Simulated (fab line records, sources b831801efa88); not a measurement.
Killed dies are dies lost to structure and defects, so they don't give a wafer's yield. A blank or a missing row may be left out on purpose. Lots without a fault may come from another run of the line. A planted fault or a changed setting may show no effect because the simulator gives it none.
Chamber matching | flow sfq_line | SFQ_TRILAYER_I7_CMP_CMP_184 on cmp-02: 4 sister chambers
The step polishes SiO2. 4 wafers are shown with their chamber, then 7 later ones without.

WAFERS WITH THEIR CHAMBER
wafer  | chamber | motor_current_A (A)
L945.3 | 1       | 10.9
L946.1 | 2       | 9.2
L947.2 | 3       | 9.2
L947.3 | 0       | 9.9

WAFERS WITHOUT THEIR CHAMBER
wafer  | motor_current_A (A)
L947.4 | 9.3
L949.3 | 8.8
L949.1 | 11.3
L949.6 | 9.2
L950.2 | 11.4
L950.5 | 9.4
L950.6 | 9.4

WHICH CHAMBER EACH WENT THROUGH
wafer  | from the rows above          | in truth
L947.4 | can't be placed: 2 or 3 or 0 | 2
L949.3 | can't be placed: 2 or 3      | 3
L949.1 | 1                            | 1
L949.6 | can't be placed: 2 or 3      | 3
L950.2 | 1                            | 1
L950.5 | can't be placed: 2 or 3 or 0 | 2
L950.6 | can't be placed: 2 or 3 or 0 | 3
Placed correctly: 2 of 7. Can't be placed from these rows: 5 (the true chamber is among the candidates in 5). Placed wrongly: 0.
How it was worked out, from the rows above alone: a wafer's distance from a chamber is the root of the sum, over the readings, of the square of ((its reading less the chamber's mean) divided by the reading's scatter). The wafer belongs to the nearest chamber; if the next one is less than 2 further off, it can't be placed. A chamber's mean is the mean of its shown wafers. The scatter: with one shown wafer a chamber, the root of the mean of the squares of how far each hidden wafer lies from its nearest shown one.
